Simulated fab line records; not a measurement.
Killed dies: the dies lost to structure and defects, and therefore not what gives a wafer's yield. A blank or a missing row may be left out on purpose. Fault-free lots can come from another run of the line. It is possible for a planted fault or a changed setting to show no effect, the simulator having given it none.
fab line records	flow sky130
record lots=5	wafers=15	lastDay=49
route steps=708 shown DNWELL@43 PWDE@45 NWELL@56
lots that met no fault: from a run of the same line without faults
startH: the number of hours between the record's first day and the start of the first shown wafer of the lot	waitH: hours from the lot's prior step to this one	" as in the row above	L1.1+2: a single row standing in for several wafers	- either no value or no given start	* or withheld: withheld	< > ~ a bound
route shown NAME@n: names a module that has steps shown in the file, with the first one's number in the route	usual: mean/standard deviation taken from wafers without a fault	same: alike in all rows	chamber/n: place in a boat	sites: the reading at each site	_std_site: standard deviation across them	_edge_site: outer sites' mean less inner sites'	radiusMm: how far each site lies from the wafer's centre	mask NAME#n: copy n	behind: the last tool/chamber to shape the wafer	hold: cause of the lot's hold/its duration in hours/its outcome	device: names the non-switching transistor (n, p or np)	end of line: tests of these same wafers at the route's end	step lacking rows: just its recipe	killed: dies that structure and defects cost at the first sort, which is not the same as the wafer's yield	map: shows each die of a wafer: x if killed, . if not, _ if none is there
set.NAME: the setting as run; set.NAME@STEP: as run at that earlier step	model.NAME: the simulator's own value behind a step, which no gauge read
lots seen at some steps along the route; tables by step, rows by wafer
services: a tool's chamber out of use, with start hour (startH, from the record's first day; less than 0 if before it), hours out, and reason
## steps
# step SKY_DNWELL_STRIP_08
# recipe chemistry=O2/N2	powerW=1400	pressureMtorr=1500	platenTempC=withheld	o2FlowSccm=3000	n2FlowSccm=300	overashFraction=0.5
# usual drypumpMotorCurrentA=5.9/0.47	o2FlowSccm=3001/8.6	oesProductAu=0.722/0.0044	stripTimeToEndpointS=36.91/0.09
lot.wafer	tool	chamber	startH	waitH	drypumpMotorCurrentA	o2FlowSccm	oesProductAu	rfHoursCounterH	stripTimeToEndpointS
L074.1	plasmaAsher-04	0	58.84	0.1	6.4	3012	0.729	35	36.85
L074.5	"	0	"	"	6.4	3021	0.723	-	36.91
L074.6	"	1	"	"	6.1	2996	0.714	-	36.89
L076.2	plasmaAsher-04	0	68.88	0.1	6.4	3013	0.722	36	36.77
L076.4	"	1	"	"	6.1	2997	0.724	-	36.90
L076.6	"	0	"	"	6.4	3004	0.724	-	36.96
L079.2	plasmaAsher-04	0	82.77	0.1	6.4	3002	0.724	37	36.81
L079.4	"	0	"	"	6.5	3010	0.727	-	36.84
L079.5	"	1	"	"	6.1	2987	0.727	-	36.83
L084.1	plasmaAsher-04	0	108.43	0.1	6.4	3006	0.719	39	36.80
L084.4	"	1	"	"	6.0	2990	0.719	-	36.70
L084.6	"	1	"	"	6.1	2988	0.723	-	36.59
L089.1	plasmaAsher-01	1	137.17	0.1	5.8	3001	0.727	2	36.94
L089.2	"	0	"	"	4.9	3006	0.721	2	36.82
L089.6	"	1	"	"	5.9	3004	0.724	-	36.91
# step SKY_DNWELL_TW_MEAS_09
# usual DNWELL_TW=1116/8.1
lot.wafer	tool	chamber	startH	waitH	DNWELL_TW
L074.1	filmMetro-02	-	58.94	0.1	1121
L074.5	"	-	"	"	1124
L074.6	"	-	"	"	1122
L076.2	filmMetro-02	-	68.99	0.1	1111
L076.4	"	-	"	"	1113
L076.6	"	-	"	"	1118
L079.2	filmMetro-02	-	82.88	0.1	1133
L079.4	"	-	"	"	1131
L079.5	"	-	"	"	1131
L084.1	filmMetro-03	-	108.53	0.1	1113
L084.4	"	-	"	"	1111
L084.6	"	-	"	"	1111
L089.1	filmMetro-02	-	137.27	0.1	1113
L089.2	"	-	"	"	1116
L089.6	"	-	"	"	1113
# step SKY_PWDE_DEHYDRATE_00
# recipe tempC=200	timeS=60
# usual exhaustPa=44.9/1.1
lot.wafer	tool	chamber	startH	waitH	exhaustPa
L074.1	lithoTrack-02	0	65.92	7.0	45.5
L074.5	"	0	"	"	44.5
L074.6	"	0	"	"	45.0
L076.2	lithoTrack-03	0	76.87	7.9	44.8
L076.4	"	0	"	"	44.9
L076.6	"	0	"	"	43.6
L079.2	lithoTrack-04	0	90.77	7.9	45.6
L079.4	"	0	"	"	45.4
L079.5	"	0	"	"	45.5
L084.1	lithoTrack-03	0	117.39	8.9	45.1
L084.4	"	0	"	"	44.9
L084.6	"	0	"	"	44.9
L089.1	lithoTrack-04	0	146.29	9.0	44.2
L089.2	"	0	"	"	44.2
L089.6	"	0	"	"	43.9
# step SKY_PWDE_HMDS_01
# recipe primeTimeS=60	primeTempC=120
# usual exhaustPa=44.8/0.86
lot.wafer	tool	chamber	startH	waitH	exhaustPa
L074.1	lithoTrack-02	0	66.07	0.1	45.5
L074.5	"	0	"	"	45.4
L074.6	"	0	"	"	44.5
L076.2	lithoTrack-03	0	77.02	0.1	43.9
L076.4	"	0	"	"	44.2
L076.6	"	0	"	"	44.3
L079.2	lithoTrack-04	0	90.92	0.1	45.0
L079.4	"	0	"	"	44.4
L079.5	"	0	"	"	44.7
L084.1	lithoTrack-03	0	117.54	0.1	45.7
L084.4	"	0	"	"	45.5
L084.6	"	0	"	"	44.3
L089.1	lithoTrack-04	0	146.44	0.1	45.9
L089.2	"	0	"	"	43.6
L089.6	"	0	"	"	44.8
# step SKY_PWDE_COAT_02
# recipe spinRpm=2000	resistThkNm=3000
# usual exhaustPa=44.9/0.91
lot.wafer	tool	chamber	startH	waitH	exhaustPa
L074.1	lithoTrack-02	0	66.22	0.1	44.1
L074.5	"	0	"	"	44.5
L074.6	"	0	"	"	44.3
L076.2	lithoTrack-03	0	77.17	0.1	45.7
L076.4	"	0	"	"	45.0
L076.6	"	0	"	"	45.1
L079.2	lithoTrack-04	0	91.07	0.1	43.5
L079.4	"	0	"	"	45.5
L079.5	"	0	"	"	44.9
L084.1	lithoTrack-03	0	117.69	0.1	43.9
L084.4	"	0	"	"	45.4
L084.6	"	0	"	"	45.3
L089.1	lithoTrack-04	0	146.59	0.1	46.1
L089.2	"	0	"	"	45.4
L089.6	"	0	"	"	44.7
# step SKY_PWDE_SOFTBAKE_03
# recipe tempC=110	timeS=withheld
# usual exhaustPa=44.7/0.86
lot.wafer	tool	chamber	startH	waitH	exhaustPa
L074.1	lithoTrack-02	0	66.37	0.1	44.9
L074.5	"	0	"	"	44.3
L074.6	"	0	"	"	43.5
L076.2	lithoTrack-03	0	77.33	0.1	46.0
L076.4	"	0	"	"	45.7
L076.6	"	0	"	"	45.2
L079.2	lithoTrack-04	0	91.23	0.1	45.8
L079.4	"	0	"	"	44.6
L079.5	"	0	"	"	44.9
L084.1	lithoTrack-03	0	117.84	0.1	45.1
L084.4	"	0	"	"	45.0
L084.6	"	0	"	"	45.3
L089.1	lithoTrack-04	0	146.74	0.1	44.0
L089.2	"	0	"	"	45.2
L089.6	"	0	"	"	44.1
# step SKY_PWDE_EXPOSE_04
# recipe maskId=PWDEM	na=0.6	sourceShape=conventional	sigmaOuter=0.6	polarization=unpolarized	targetCdNm=840	doseMj=214
# usual exposureDoseMJCm2=214.07/0.21
lot.wafer	tool	chamber	startH	waitH	mask	exposureDoseMJCm2
L074.1	ilineStepper-02	0	-	-	PWDEM#0	213.93
L074.5	"	0	"	"	PWDEM#0	214.02
L074.6	"	0	"	"	PWDEM#0	213.92
L076.2	ilineStepper-01	0	-	-	PWDEM#0	214.31
L076.4	"	0	"	"	PWDEM#0	214.17
L076.6	"	0	"	"	PWDEM#0	214.12
L079.2	ilineStepper-02	0	-	-	PWDEM#0	214.29
L079.4	"	0	"	"	PWDEM#0	214.22
L079.5	"	0	"	"	PWDEM#0	214.30
L084.1	ilineStepper-01	0	-	-	PWDEM#0	214.16
L084.4	"	0	"	"	PWDEM#0	214.04
L084.6	"	0	"	"	PWDEM#0	213.86
L089.1	ilineStepper-02	0	-	-	PWDEM#0	214.12
L089.2	"	0	"	"	PWDEM#0	213.92
L089.6	"	0	"	"	PWDEM#0	214.20
# step SKY_PWDE_PEB_05
# recipe tempC=115	timeS=withheld
# usual exhaustPa=45.0/0.81
lot.wafer	tool	chamber	startH	waitH	exhaustPa
L074.1	lithoTrack-03	0	-	-	44.8
L074.5	"	0	"	"	44.3
L074.6	"	0	"	"	44.6
L076.2	lithoTrack-02	0	-	-	43.8
L076.4	"	0	"	"	44.0
L076.6	"	0	"	"	45.2
L079.2	lithoTrack-03	0	-	-	43.4
L079.4	"	0	"	"	43.5
L079.5	"	0	"	"	43.8
L084.1	lithoTrack-03	0	-	-	43.9
L084.4	"	0	"	"	44.6
L084.6	"	0	"	"	46.4
L089.1	lithoTrack-04	0	-	-	45.2
L089.2	"	0	"	"	45.9
L089.6	"	0	"	"	45.9
# step SKY_PWDE_DEVELOP_06
# recipe wallAngleDeg=90	developer=TMAH	developTimeS=60	devTempC=23
# usual exhaustPa=44.9/0.87
lot.wafer	tool	chamber	startH	waitH	exhaustPa
L074.1	lithoTrack-03	0	-	-	43.2
L074.5	"	0	"	"	43.8
L074.6	"	0	"	"	45.3
L076.2	lithoTrack-02	0	-	-	45.2
L076.4	"	0	"	"	44.9
L076.6	"	0	"	"	45.5
L079.2	lithoTrack-03	0	-	-	46.8
L079.4	"	0	"	"	45.7
L079.5	"	0	"	"	46.6
L084.1	lithoTrack-03	0	-	-	46.1
L084.4	"	0	"	"	44.6
L084.6	"	0	"	"	46.5
L089.1	lithoTrack-04	0	-	-	43.9
L089.2	"	0	"	"	44.7
L089.6	"	0	"	"	44.2
# step SKY_PWDE_OVL_MEAS_07
# usual PWDE_OVL=0.7/1.4
lot.wafer	tool	chamber	startH	waitH	PWDE_OVL[nm]
L074.1	overlay-01	-	73.79	-	0.1
L074.5	"	-	"	"	-0.6
L074.6	"	-	"	"	1.5
L076.2	overlay-02	-	86.47	-	-0.9
L076.4	"	-	"	"	0.6
L076.6	"	-	"	"	-0.2
L079.2	overlay-02	-	100.75	-	0.4
L079.4	"	-	"	"	0.9
L079.5	"	-	"	"	0.9
L084.1	overlay-01	-	127.64	-	3.1
L084.4	"	-	"	"	2.8
L084.6	"	-	"	"	2.3
L089.1	overlay-02	-	156.14	-	1.9
L089.2	"	-	"	"	2.3
L089.6	"	-	"	"	1.7
# step SKY_PWDE_IMPLANT_08
# recipe species=B	energyKev=150	doseCm2=3.6e+12	tiltDeg=withheld
lot.wafer	tool	chamber	startH	waitH
L074.1+5+6	implanter-04	0	73.83	0.0
L076.2+4+6	implanter-04	0	86.53	0.0
L079.2+4+5	implanter-04	0	100.80	0.0
L084.1+4+6	implanter-04	0	127.68	0.0
L089.1+2+6	implanter-03	0	156.18	0.0
# step SKY_PWDE_STRIP_09
# recipe chemistry=O2/N2	powerW=1400	pressureMtorr=1500	platenTempC=withheld	o2FlowSccm=3000	n2FlowSccm=300	overashFraction=0.5
# usual drypumpMotorCurrentA=5.6/0.5	o2FlowSccm=3002/8.3	oesProductAu=0.722/0.0047	stripTimeToEndpointS=36.89/0.11
lot.wafer	tool	chamber	startH	waitH	drypumpMotorCurrentA	o2FlowSccm	oesProductAu	rfHoursCounterH	stripTimeToEndpointS
L074.1	plasmaAsher-04	1	73.98	0.1	6.1	2990	0.721	36	36.91
L074.5	"	0	"	"	6.4	2998	0.724	-	37.01
L074.6	"	1	"	"	6.1	2996	0.723	-	36.97
L076.2	plasmaAsher-01	1	86.65	0.1	5.9	3014	0.725	42	36.77
L076.4	"	1	"	"	5.8	2996	0.720	-	36.93
L076.6	"	1	"	"	5.8	3003	0.726	-	36.95
L079.2	plasmaAsher-02	1	100.93	0.1	5.2	2992	0.719	31	36.95
L079.4	"	0	"	"	5.4	3009	0.729	-	36.93
L079.5	"	1	"	"	5.2	2997	0.715	-	37.01
L084.1	plasmaAsher-01	1	127.83	0.1	5.9	2994	0.723	1	36.88
L084.4	"	1	"	"	5.9	2992	0.718	-	36.82
L084.6	"	0	"	"	5.0	3015	0.726	-	36.86
L089.1	plasmaAsher-01	0	156.33	0.1	5.0	2991	0.718	4	36.71
L089.2	"	1	"	"	5.9	3007	0.731	4	36.80
L089.6	"	1	"	"	5.8	2994	0.730	-	36.78
# step SKY_PWDE_TW_MEAS_10
# usual PWDE_TW=375.2/2.1
lot.wafer	tool	chamber	startH	waitH	PWDE_TW
L074.1	filmMetro-02	-	74.08	0.1	377.4
L074.5	"	-	"	"	377.1
L074.6	"	-	"	"	377.0
L076.2	filmMetro-02	-	86.76	0.1	377.2
L076.4	"	-	"	"	379.0
L076.6	"	-	"	"	378.8
L079.2	filmMetro-03	-	101.04	0.1	374.5
L079.4	"	-	"	"	375.3
L079.5	"	-	"	"	376.4
L084.1	filmMetro-03	-	127.93	0.1	375.8
L084.4	"	-	"	"	374.7
L084.6	"	-	"	"	376.7
L089.1	filmMetro-03	-	156.43	0.1	373.7
L089.2	"	-	"	"	372.0
L089.6	"	-	"	"	374.7
# step SKY_NWELL_DEHYDRATE_03
# recipe tempC=200	timeS=60
# usual exhaustPa=45.0/0.85
lot.wafer	tool	chamber	startH	waitH	exhaustPa
L074.1	lithoTrack-03	0	82.74	8.7	45.1
L074.5	"	0	"	"	45.5
L074.6	"	0	"	"	45.7
L076.2	lithoTrack-03	0	94.82	8.0	43.1
L076.4	"	0	"	"	43.7
L076.6	"	0	"	"	42.7
L079.2	lithoTrack-03	0	109.37	8.3	44.0
L079.4	"	0	"	"	45.2
L079.5	"	0	"	"	44.7
L084.1	lithoTrack-01	0	137.18	9.2	44.8
L084.4	"	0	"	"	45.3
L084.6	"	0	"	"	44.6
L089.1	lithoTrack-01	0	166.93	10.5	44.5
L089.2	"	0	"	"	45.6
L089.6	"	0	"	"	44.9
# step SKY_NWELL_HMDS_04
# recipe primeTimeS=60	primeTempC=120
# usual exhaustPa=44.9/0.97
lot.wafer	tool	chamber	startH	waitH	exhaustPa
L074.1	lithoTrack-03	0	82.89	0.1	44.1
L074.5	"	0	"	"	42.8
L074.6	"	0	"	"	44.6
L076.2	lithoTrack-03	0	94.97	0.1	43.6
L076.4	"	0	"	"	44.4
L076.6	"	0	"	"	44.6
L079.2	lithoTrack-03	0	109.52	0.1	44.5
L079.4	"	0	"	"	44.3
L079.5	"	0	"	"	43.5
L084.1	lithoTrack-01	0	137.33	0.1	45.7
L084.4	"	0	"	"	46.6
L084.6	"	0	"	"	46.7
L089.1	lithoTrack-01	0	167.08	0.1	45.4
L089.2	"	0	"	"	44.9
L089.6	"	0	"	"	43.1
# step SKY_NWELL_COAT_05
# recipe spinRpm=2000	resistThkNm=3000
# usual exhaustPa=45.2/0.89
lot.wafer	tool	chamber	startH	waitH	exhaustPa
L074.1	lithoTrack-03	0	83.04	0.1	46.6
L074.5	"	0	"	"	45.9
L074.6	"	0	"	"	46.6
L076.2	lithoTrack-03	0	95.12	0.1	45.8
L076.4	"	0	"	"	46.1
L076.6	"	0	"	"	44.9
L079.2	lithoTrack-03	0	109.67	0.1	44.2
L079.4	"	0	"	"	44.6
L079.5	"	0	"	"	45.5
L084.1	lithoTrack-01	0	137.48	0.1	45.2
L084.4	"	0	"	"	44.7
L084.6	"	0	"	"	44.6
L089.1	lithoTrack-01	0	167.23	0.1	44.7
L089.2	"	0	"	"	45.5
L089.6	"	0	"	"	45.5
# step SKY_NWELL_SOFTBAKE_06
# recipe tempC=110	timeS=withheld
# usual exhaustPa=45.1/0.99
lot.wafer	tool	chamber	startH	waitH	exhaustPa
L074.1	lithoTrack-03	0	83.19	0.1	43.7
L074.5	"	0	"	"	44.3
L074.6	"	0	"	"	44.3
L076.2	lithoTrack-03	0	95.28	0.1	45.1
L076.4	"	0	"	"	44.7
L076.6	"	0	"	"	44.8
L079.2	lithoTrack-03	0	109.83	0.1	45.4
L079.4	"	0	"	"	44.7
L079.5	"	0	"	"	45.2
L084.1	lithoTrack-01	0	137.63	0.1	43.7
L084.4	"	0	"	"	45.4
L084.6	"	0	"	"	43.4
L089.1	lithoTrack-01	0	167.38	0.1	46.5
L089.2	"	0	"	"	44.6
L089.6	"	0	"	"	44.8
# step SKY_NWELL_EXPOSE_07
# recipe maskId=NWM	na=0.6	sourceShape=conventional	sigmaOuter=0.6	polarization=unpolarized	targetCdNm=840	doseMj=255
# usual exposureDoseMJCm2=255.02/0.25
lot.wafer	tool	chamber	startH	waitH	mask	exposureDoseMJCm2
L074.1	ilineStepper-02	0	-	-	NWM#0	255.06
L074.5	"	0	"	"	NWM#0	254.93
L074.6	"	0	"	"	NWM#0	254.82
L076.2	ilineStepper-01	0	-	-	NWM#0	254.97
L076.4	"	0	"	"	NWM#0	255.06
L076.6	"	0	"	"	NWM#0	255.15
L079.2	ilineStepper-02	0	-	-	NWM#0	254.68
L079.4	"	0	"	"	NWM#0	255.20
L079.5	"	0	"	"	NWM#0	255.18
L084.1	ilineStepper-02	0	-	-	NWM#0	254.91
L084.4	"	0	"	"	NWM#0	254.54
L084.6	"	0	"	"	NWM#0	254.55
L089.1	ilineStepper-02	0	-	-	NWM#0	255.14
L089.2	"	0	"	"	NWM#0	255.43
L089.6	"	0	"	"	NWM#0	255.61
# step SKY_NWELL_PEB_08
# recipe tempC=115	timeS=withheld
# usual exhaustPa=45.1/0.94
lot.wafer	tool	chamber	startH	waitH	exhaustPa
L074.1	lithoTrack-01	0	-	-	45.2
L074.5	"	0	"	"	44.9
L074.6	"	0	"	"	44.6
L076.2	lithoTrack-01	0	-	-	46.0
L076.4	"	0	"	"	46.3
L076.6	"	0	"	"	45.1
L079.2	lithoTrack-03	0	-	-	45.0
L079.4	"	0	"	"	46.2
L079.5	"	0	"	"	45.9
L084.1	lithoTrack-01	0	-	-	45.9
L084.4	"	0	"	"	46.6
L084.6	"	0	"	"	46.1
L089.1	lithoTrack-01	0	-	-	43.8
L089.2	"	0	"	"	44.2
L089.6	"	0	"	"	44.5
# step SKY_NWELL_DEVELOP_09
# recipe wallAngleDeg=90	developer=TMAH	developTimeS=60	devTempC=23
# usual exhaustPa=45.1/0.87
lot.wafer	tool	chamber	startH	waitH	exhaustPa
L074.1	lithoTrack-01	0	-	-	45.3
L074.5	"	0	"	"	45.0
L074.6	"	0	"	"	45.0
L076.2	lithoTrack-01	0	-	-	46.1
L076.4	"	0	"	"	45.4
L076.6	"	0	"	"	47.6
L079.2	lithoTrack-03	0	-	-	43.6
L079.4	"	0	"	"	45.4
L079.5	"	0	"	"	45.8
L084.1	lithoTrack-01	0	-	-	44.8
L084.4	"	0	"	"	43.8
L084.6	"	0	"	"	45.0
L089.1	lithoTrack-01	0	-	-	45.9
L089.2	"	0	"	"	46.1
L089.6	"	0	"	"	45.8
# step SKY_NWELL_OVL_MEAS_10
# usual NWELL_00_OVL=-0.9/1.2
lot.wafer	tool	chamber	startH	waitH	NWELL_00_OVL[nm]
L074.1	overlay-02	-	91.38	-	-1.4
L074.5	"	-	"	"	0.9
L074.6	"	-	"	"	-0.2
L076.2	overlay-01	-	104.98	-	0.1
L076.4	"	-	"	"	0.0
L076.6	"	-	"	"	-0.5
L079.2	overlay-02	-	119.30	-	-1.6
L079.4	"	-	"	"	0.4
L079.5	"	-	"	"	-1.5
L084.1	overlay-02	-	147.13	-	0.5
L084.4	"	-	"	"	-0.3
L084.6	"	-	"	"	0.2
L089.1	overlay-01	-	177.58	-	0.1
L089.2	"	-	"	"	0.1
L089.6	"	-	"	"	-2.0
## services
tool	chamber	startH	hours	kind
implanter-03	-	35.01	37.4	pm
ilineStepper-01	-	54.62	13.6	repair
plasmaAsher-01	-	108.75	9.0	pm
plasmaAsher-01	0	108.75	9.0	ventCycle
plasmaAsher-01	1	108.75	9.0	ventCycle
implanter-03	-	108.96	0.9	repair
plasmaAsher-01	0	117.75	-	clean
plasmaAsher-01	1	117.75	-	clean
implanter-03	-	126.17	3.8	repair
implanter-04	-	161.18	2.4	pm
ilineStepper-02	-	167.99	0.6	repair
## key
fault none
